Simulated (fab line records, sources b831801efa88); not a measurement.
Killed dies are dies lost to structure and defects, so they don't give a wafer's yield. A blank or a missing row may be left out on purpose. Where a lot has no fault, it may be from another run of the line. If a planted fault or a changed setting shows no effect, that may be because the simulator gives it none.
The tool behind it: which one? -- flow sky130 -- Sampling: 11 lots, 31 wafers, 6 of 708 route steps

WHAT THE GAUGES SHOWED, per wafer
SKY_POLY_GATE_CD_MEAS_13: the cd target is 150 nm. Usual: cd_nm at 149.7 nm, with a standard deviation of 1.7.
lot,measured,on,cd_nm (nm),flag
L477,day 16 22:59,cd_sem-02,151.7 152.6 151.3,
L478,day 17 00:37,cd_sem-01,146.9 147.3 147.1,
L479,day 17 09:17,cd_sem-01,149.2 150.5 147.2,
L481,day 18 08:28,cd_sem-01,151.0 149.8 150.0,
L482,day 18 14:51,cd_sem-01,150.2 151.3 149.6,
L490,day 21 22:47,cd_sem-02,150.0 150.4,
L492,day 22 14:13,cd_sem-01,150.2 150.5,
L494,day 23 03:47,cd_sem-02,146.7 146.1 146.7,
L496,day 23 12:54,cd_sem-02,150.0 149.4 150.3,
L497,day 24 00:41,cd_sem-02,149.9 150.9 151.3,
L498,day 24 03:34,cd_sem-01,150.2 149.5 149.3,

SKY_CONTACT_THK_MEAS_01. Usual: CONTACT_CVD_00_THK typically reads 75.1 nm, with standard deviation 0.98.
lot,measured,on,CONTACT_CVD_00_THK (nm),flag
L477,day 30 21:29,film_metro-01,74.8 76.6 75.9,
L478,day 31 02:52,film_metro-01,75.4 74.2 74.2,
L479,day 31 07:05,film_metro-01,73.9 75.6 76.0,
L481,day 32 05:07,film_metro-02,75.4 75.8 76.0,
L482,day 32 09:47,film_metro-01,74.3 74.5 75.5,
L490,day 35 09:11,film_metro-02,103.5 76.6 103.4 76.6,OFF
L492,day 35 19:14,film_metro-03,103.1 75.5 103.1 75.6,OFF
L494,day 36 06:59,film_metro-02,75.5 76.1 75.5,
L496,day 36 15:50,film_metro-02,74.5 74.8 75.0,
L497,day 37 05:29,film_metro-03,73.6 76.3 75.7,
L498,day 37 07:32,film_metro-02,73.6 73.9 74.8,

SKY_METAL3_CD_MEAS_13: the cd target is 300 nm. Usual: cd_nm at 300.2 nm, with a standard deviation of 1.5.
lot,measured,on,cd_nm (nm),flag
L477,day 39 00:56,cd_sem-02,299.4 298.7 299.6,
L478,day 39 04:10,cd_sem-01,298.5 299.6 298.9,
L479,day 39 07:51,cd_sem-01,296.6 297.1 297.7,
L481,day 40 04:40,cd_sem-02,299.5 299.8 301.0,
L482,day 40 08:46,cd_sem-02,300.9 302.4 302.7,
L490,day 42 23:42,cd_sem-01,300.9,
L492,day 43 09:00,cd_sem-02,298.4,
L494,day 43 19:02,cd_sem-01,300.0 299.1 299.9,
L496,day 44 00:05,cd_sem-02,297.1 299.7 298.8,
L497,day 44 12:55,cd_sem-01,300.2 300.2 300.3,
L498,day 44 16:07,cd_sem-01,299.9 301.7 300.8,

TOOL THAT RAN EACH LOT (tool first, then ch and the chambers of the sampled wafers, then the start)
lot,SKY_FIELD_ISO_STRIP_16,SKY_CONTACT_CVD_00,SKY_CONTACT_ETCH_18
L477,"plasma_asher-03 ch 0, day 2 12:46","pecvd-04 ch 0,2, day 30 21:27","rie_diel-01 ch 2,3, day 39 00:56 or earlier"
L478,"plasma_asher-04 ch 0,1, day 2 13:38","pecvd-01 ch 0,1,2, day 31 02:49","rie_diel-04 ch 0,2,3, day 39 04:10 or earlier"
L479,"plasma_asher-03 ch 0,1, day 2 14:48","pecvd-04 ch 1,2, day 31 07:03","rie_diel-01 ch 1,2, day 39 07:51 or earlier"
L481,"plasma_asher-01 ch 0,1, day 3 07:11","pecvd-04 ch 0,1,2, day 32 05:05","rie_diel-04 ch 1,2,3, day 40 04:40 or earlier"
L482,"plasma_asher-01 ch 0, day 3 13:38","pecvd-02 ch 1,2, day 32 09:44","rie_diel-01 ch 1,2,3, day 40 08:46 or earlier"
L490,"plasma_asher-04 ch 1, day 5 07:04","pecvd-04 ch 0,2, day 35 09:09","rie_diel-04 ch 1, day 42 23:42 or earlier"
L492,"plasma_asher-01 ch 0, day 5 21:00","pecvd-04 ch 2, day 35 19:12","rie_diel-04 ch 2,3, day 43 09:00 or earlier"
L494,"plasma_asher-04 ch 0,1, day 6 05:29","pecvd-02 ch 0,2, day 36 06:56","rie_diel-04 ch 0,1,3, day 43 19:02 or earlier"
L496,"plasma_asher-01 ch 0,1, day 6 12:47","pecvd-02 ch 0,2, day 36 15:47","rie_diel-03 ch 0,2,3, day 44 00:05 or earlier"
L497,"plasma_asher-01 ch 0,1, day 6 16:56","pecvd-01 ch 0,1, day 37 05:26","rie_diel-01 ch 1,2,3, day 44 12:55 or earlier"
L498,"plasma_asher-03 ch 0,1, day 7 00:53","pecvd-02 ch 0,2, day 37 07:30","rie_diel-04 ch 0,1,2, day 44 16:07 or earlier"
- SKY_FIELD_ISO_STRIP_16: strips in O2/N2.
- SKY_CONTACT_CVD_00: deposits Si3N4, target thk 75 nm.
- SKY_CONTACT_ETCH_18: etches Si3N4 in CHF3/O2, stops on TiN, time 39 s, target depth 75 nm.

AS READ BY THE TOOLS THEMSELVES (means over the sampled wafers that have a number; for cases with no such wafer, the mark the record gives instead)
SKY_FIELD_ISO_STRIP_16. Usual: drypump_motor_current_A 5.58 A, standard deviation 0.25; oes_product_au 0.378 a.u., standard deviation 0.0051; strip_time_to_endpoint_s 3.557 s, standard deviation 0.029.
lot,tool,drypump_motor_current_A (A),oes_product_au (a.u.),strip_time_to_endpoint_s (s),flag
L477,plasma_asher-03,5.37,0.378,3.538,
L478,plasma_asher-04,5.81,0.377,3.562,
L479,plasma_asher-03,5.33,0.382,3.560,
L481,plasma_asher-01,5.67,0.375,3.526,
L482,plasma_asher-01,5.36,0.377,3.579,
L490,plasma_asher-04,5.86,0.377,3.534,
L492,plasma_asher-01,5.35,0.382,3.580,
L494,plasma_asher-04,5.81,0.378,3.525,
L496,plasma_asher-01,5.66,0.377,3.573,
L497,plasma_asher-01,5.65,0.376,3.533,
L498,plasma_asher-03,5.32,0.376,3.516,

SKY_CONTACT_CVD_00. Usual: heater_power_w 688 W, standard deviation 93; rf_fwd_power_W 444.2 W, standard deviation 1.7.
lot,tool,heater_power_w (W),rf_fwd_power_W (W),flag
L477,pecvd-04,566,443.7,
L478,pecvd-01,743,443.9,
L479,pecvd-04,639,442.5,
L481,pecvd-04,606,444.8,
L482,pecvd-02,669,444.8,
L490,pecvd-04,632,445.2,
L492,pecvd-04,637,445.8,
L494,pecvd-02,760,442.3,
L496,pecvd-02,714,443.1,
L497,pecvd-01,739,443.1,
L498,pecvd-02,711,446.2,

SKY_CONTACT_ETCH_18. Usual: chf3_flow_sccm 50.01 sccm, standard deviation 0.16; drypump_motor_current_A 5.8 A, standard deviation 0.34; oes_product_au 0.855 a.u., standard deviation 0.0076; rf_fwd_power_W 594.0 W, standard deviation 2.5; throttle_valve_pct 8.794 %, standard deviation 0.0098.
lot,tool,chf3_flow_sccm (sccm),drypump_motor_current_A (A),oes_product_au (a.u.),rf_fwd_power_W (W),throttle_valve_pct (%),flag
L477,rie_diel-01,50.08,5.8,0.858,594.9,8.795,
L478,rie_diel-04,49.97,5.8,0.855,596.4,8.794,
L479,rie_diel-01,49.96,5.7,0.857,591.4,8.793,
L481,rie_diel-04,49.99,5.9,0.856,594.4,8.787,
L482,rie_diel-01,49.93,5.7,0.850,593.1,8.791,
L490,rie_diel-04,50.11,6.1,0.932,596.2,8.810,OFF
L492,rie_diel-04,49.95,5.8,0.925,597.2,8.817,OFF
L494,rie_diel-04,50.08,6.0,0.861,594.4,8.800,
L496,rie_diel-03,49.91,5.9,0.849,593.7,8.778,
L497,rie_diel-01,49.95,5.7,0.857,594.8,8.790,
L498,rie_diel-04,49.96,5.7,0.846,591.1,8.786,

THE ANSWER, worked out from the rows above alone
Rule: a lot counts as off when the mean over its wafers that have a number is more than 3 standard deviations away from the usual mean. A lot without any number at a reading at which 4 lots or more have one is off too. All remaining lots with rows at the step are treated as sound. After the gauges, taken in route order, come the tools' own readings; for these a lot's mean is taken, as printed above. The first step at which some lot is off is used, and at that step the reading that is off furthest; a lot without a number counts as furthest.
Off: L490, L492, seen at SKY_CONTACT_THK_MEAS_01 (CONTACT_CVD_00_THK).
If a tool, at a process step before that reading, ran all the lots that are off and no sound lot after the first of them, it fits. Not tried: the gauges at SKY_CONTACT_THK_MEAS_01; whatever is off there is also off at SKY_CONTACT_ETCH_18, on other tools, and gauge error can't account for it. One fits: SKY_CONTACT_CVD_00 on pecvd-04. A fault onset in the window from L481 (day 32 05:05, its last sound lot) to L490 (day 35 09:09, its first lot off) fits.

WHAT THE SIMULATOR HAD INSERTED
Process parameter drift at SKY_CONTACT_CVD_00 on pecvd-04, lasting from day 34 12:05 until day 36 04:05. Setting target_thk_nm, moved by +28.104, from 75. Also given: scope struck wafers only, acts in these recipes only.
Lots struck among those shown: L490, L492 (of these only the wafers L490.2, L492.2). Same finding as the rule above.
